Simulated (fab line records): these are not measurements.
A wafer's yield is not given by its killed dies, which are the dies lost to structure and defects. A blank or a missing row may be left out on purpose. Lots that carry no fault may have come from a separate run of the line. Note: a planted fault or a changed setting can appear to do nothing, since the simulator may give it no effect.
The tool behind it: which one? || flow gf180mcu || Sampling: 14 lots, 42 wafers, 3 of 602 route steps

== WHAT THE GAUGES SHOWED, per wafer ==
GF_M3_RS_MEAS_05: uses a four-point probe to measure.
{"lot": "L632", "measured": "day 20 10:33", "on": "film-metro-04", "M3_ALCU_RS (ohm/sq)": "0.0694 0.0689 0.0693"}
{"lot": "L634", "measured": "day 20 22:47", "on": "film-metro-01", "M3_ALCU_RS (ohm/sq)": "0.0692 0.0695 0.0695"}
{"lot": "L635", "measured": "day 21 08:21", "on": "film-metro-04", "M3_ALCU_RS (ohm/sq)": "0.0716 0.0712 0.0715"}
{"lot": "L636", "measured": "day 21 20:40", "on": "film-metro-03", "M3_ALCU_RS (ohm/sq)": "0.0701 0.0704 0.0700"}
{"lot": "L637", "measured": "day 22 08:07", "on": "film-metro-03", "M3_ALCU_RS (ohm/sq)": "0.0691 0.0690 0.0692"}
{"lot": "L638", "measured": "day 22 16:47", "on": "film-metro-03", "M3_ALCU_RS (ohm/sq)": "0.0692 0.0695 0.0694"}
{"lot": "L641", "measured": "day 23 16:53", "on": "film-metro-01", "M3_ALCU_RS (ohm/sq)": "0.0696 0.0698 0.0696"}
{"lot": "L642", "measured": "day 23 23:23", "on": "film-metro-01", "M3_ALCU_RS (ohm/sq)": "0.0710 0.0710 0.0711"}
{"lot": "L646", "measured": "day 25 17:47", "on": "film-metro-03", "M3_ALCU_RS (ohm/sq)": "0.0692 0.0683 0.0690"}
{"lot": "L647", "measured": "day 25 22:09", "on": "film-metro-03", "M3_ALCU_RS (ohm/sq)": "0.0699 0.0695 0.0696"}
{"lot": "L648", "measured": "day 26 02:16", "on": "film-metro-04", "M3_ALCU_RS (ohm/sq)": "0.0699 0.0708 0.0700"}
{"lot": "L651", "measured": "day 26 20:20", "on": "film-metro-04", "M3_ALCU_RS (ohm/sq)": "0.0715 0.0711 0.0707"}
{"lot": "L653", "measured": "day 27 11:18", "on": "film-metro-03", "M3_ALCU_RS (ohm/sq)": "0.0708 0.0700 0.0704"}
{"lot": "L654", "measured": "day 27 13:54", "on": "film-metro-04", "M3_ALCU_RS (ohm/sq)": "0.0697 0.0692 0.0700"}

GF_V3_CD_MEAS_14 targets a cd of 260 nm.
{"lot": "L632", "measured": "day 22 10:31", "on": "cd-sem-02", "cd-nm (nm)": "260.5 260.0 260.5"}
{"lot": "L634", "measured": "day 22 23:05", "on": "cd-sem-02", "cd-nm (nm)": "261.2 260.9 260.9"}
{"lot": "L635", "measured": "day 23 08:19", "on": "cd-sem-02", "cd-nm (nm)": "260.3 259.3 259.6"}
{"lot": "L636", "measured": "day 23 18:52", "on": "cd-sem-02", "cd-nm (nm)": "261.6 260.9 259.8"}
{"lot": "L637", "measured": "day 24 06:20", "on": "cd-sem-01", "cd-nm (nm)": "261.6 261.1 260.9"}
{"lot": "L638", "measured": "day 24 14:59", "on": "cd-sem-02", "cd-nm (nm)": "261.1 262.0 261.1"}
{"lot": "L641", "measured": "day 25 14:02", "on": "cd-sem-01", "cd-nm (nm)": "- - -"}
{"lot": "L642", "measured": "day 25 22:14", "on": "cd-sem-02", "cd-nm (nm)": "- - -"}
{"lot": "L646", "measured": "day 27 12:43", "on": "cd-sem-01", "cd-nm (nm)": "260.3 259.7 260.8"}
{"lot": "L647", "measured": "day 27 16:45", "on": "cd-sem-01", "cd-nm (nm)": "262.7 262.6 261.9"}
{"lot": "L648", "measured": "day 27 21:04", "on": "cd-sem-02", "cd-nm (nm)": "259.7 260.8 259.7"}
{"lot": "L651", "measured": "day 28 13:22", "on": "cd-sem-01", "cd-nm (nm)": "260.2 260.7 260.7"}
{"lot": "L653", "measured": "day 29 03:29", "on": "cd-sem-01", "cd-nm (nm)": "260.6 259.9 259.9"}
{"lot": "L654", "measured": "day 29 06:52", "on": "cd-sem-01", "cd-nm (nm)": "260.1 258.6 260.0"}

== EACH LOT AND THE TOOL THAT RAN IT (in order: tool; ch and the chambers of the sampled wafers; start) ==
{"lot": "L632", "GF_V3_PEB_12": "litho-track-04 ch 0, day 22 10:10"}
{"lot": "L634", "GF_V3_PEB_12": "litho-track-04 ch 0, day 22 22:45"}
{"lot": "L635", "GF_V3_PEB_12": "litho-track-01 ch 0, day 23 07:58"}
{"lot": "L636", "GF_V3_PEB_12": "litho-track-01 ch 0, day 23 18:30"}
{"lot": "L637", "GF_V3_PEB_12": "litho-track-04 ch 0, day 24 05:59"}
{"lot": "L638", "GF_V3_PEB_12": "litho-track-01 ch 0, day 24 14:39"}
{"lot": "L641", "GF_V3_PEB_12": "litho-track-04, day 25 13:42"}
{"lot": "L642", "GF_V3_PEB_12": "litho-track-03, day 25 21:53"}
{"lot": "L646", "GF_V3_PEB_12": "litho-track-04 ch 0, day 27 12:22"}
{"lot": "L647", "GF_V3_PEB_12": "litho-track-03 ch 0, day 27 16:25"}
{"lot": "L648", "GF_V3_PEB_12": "litho-track-01 ch 0, day 27 20:43"}
{"lot": "L651", "GF_V3_PEB_12": "litho-track-04 ch 0, day 28 13:01"}
{"lot": "L653", "GF_V3_PEB_12": "litho-track-04 ch 0, day 29 03:08"}
{"lot": "L654", "GF_V3_PEB_12": "litho-track-01 ch 0, day 29 06:30"}
- GF_V3_PEB_12: peb time 90 s.

== AS READ BY THE TOOLS THEMSELVES (means over the sampled wafers that have a number; for cases with no such wafer, the mark the record gives instead) ==
GF_V3_PEB_12.
{"lot": "L632", "tool": "litho-track-04", "chill-plate-temp-C (C)": 22.96, "exhaust-pa (Pa)": 46.5, "plate-temp-C (C)": 135.01}
{"lot": "L634", "tool": "litho-track-04", "chill-plate-temp-C (C)": 22.99, "exhaust-pa (Pa)": 45.9, "plate-temp-C (C)": 135.07}
{"lot": "L635", "tool": "litho-track-01", "chill-plate-temp-C (C)": 22.91, "exhaust-pa (Pa)": 45.3, "plate-temp-C (C)": 134.88}
{"lot": "L636", "tool": "litho-track-01", "chill-plate-temp-C (C)": 23.00, "exhaust-pa (Pa)": 45.3, "plate-temp-C (C)": 134.82}
{"lot": "L637", "tool": "litho-track-04", "chill-plate-temp-C (C)": 22.93, "exhaust-pa (Pa)": 45.9, "plate-temp-C (C)": 134.87}
{"lot": "L638", "tool": "litho-track-01", "chill-plate-temp-C (C)": 23.05, "exhaust-pa (Pa)": 44.9, "plate-temp-C (C)": 134.89}
{"lot": "L641", "tool": "litho-track-04", "chill-plate-temp-C (C)": "-", "exhaust-pa (Pa)": "-", "plate-temp-C (C)": "-"}
{"lot": "L642", "tool": "litho-track-03", "chill-plate-temp-C (C)": "-", "exhaust-pa (Pa)": "-", "plate-temp-C (C)": "-"}
{"lot": "L646", "tool": "litho-track-04", "chill-plate-temp-C (C)": 23.09, "exhaust-pa (Pa)": 44.5, "plate-temp-C (C)": 135.11}
{"lot": "L647", "tool": "litho-track-03", "chill-plate-temp-C (C)": 22.93, "exhaust-pa (Pa)": 44.2, "plate-temp-C (C)": 135.15}
{"lot": "L648", "tool": "litho-track-01", "chill-plate-temp-C (C)": 22.97, "exhaust-pa (Pa)": 45.0, "plate-temp-C (C)": 135.01}
{"lot": "L651", "tool": "litho-track-04", "chill-plate-temp-C (C)": 22.96, "exhaust-pa (Pa)": 45.1, "plate-temp-C (C)": 134.95}
{"lot": "L653", "tool": "litho-track-04", "chill-plate-temp-C (C)": 23.00, "exhaust-pa (Pa)": 45.0, "plate-temp-C (C)": 135.13}
{"lot": "L654", "tool": "litho-track-01", "chill-plate-temp-C (C)": 23.02, "exhaust-pa (Pa)": 44.7, "plate-temp-C (C)": 135.14}

== THE ANSWER, worked out from the rows above alone ==
Rule: what is usual is taken from the lots themselves. Put in order of their means at a reading, lots are off if they are a third of the lots or fewer, leave a main group of 4 or more, and stand apart from it by a gap of 3 or more times the standard deviation of the main group's means; of several such gaps the widest counts. A main group is skipped when, at the precision printed for the reading in the tables above, its means are all equal. A lot without any number at a reading at which 4 lots or more have one is off too. Any other lot the step has rows for is counted as sound. Order of review: gauges by route order, followed by the tools' own readings, for which a lot's mean as printed above is used. The first step at which some lot is off is used, and at that step the reading that is off furthest; a lot without a number counts as furthest.
Off at GF_V3_CD_MEAS_14 (cd-nm): L641, L642. Without a number there: L641, L642. The main group has a mean of 260.6 nm with a standard deviation of 0.76.
If a tool, at a process step before that reading, ran all the lots that are off and no sound lot after the first of them, it fits. Not tried: the gauges at GF_V3_CD_MEAS_14; whatever is off there is also off at GF_V3_PEB_12, on other tools, and gauge error can't account for it. No candidate that was tried fits.

== WHAT WAS PUT IN BY THE SIMULATOR ==
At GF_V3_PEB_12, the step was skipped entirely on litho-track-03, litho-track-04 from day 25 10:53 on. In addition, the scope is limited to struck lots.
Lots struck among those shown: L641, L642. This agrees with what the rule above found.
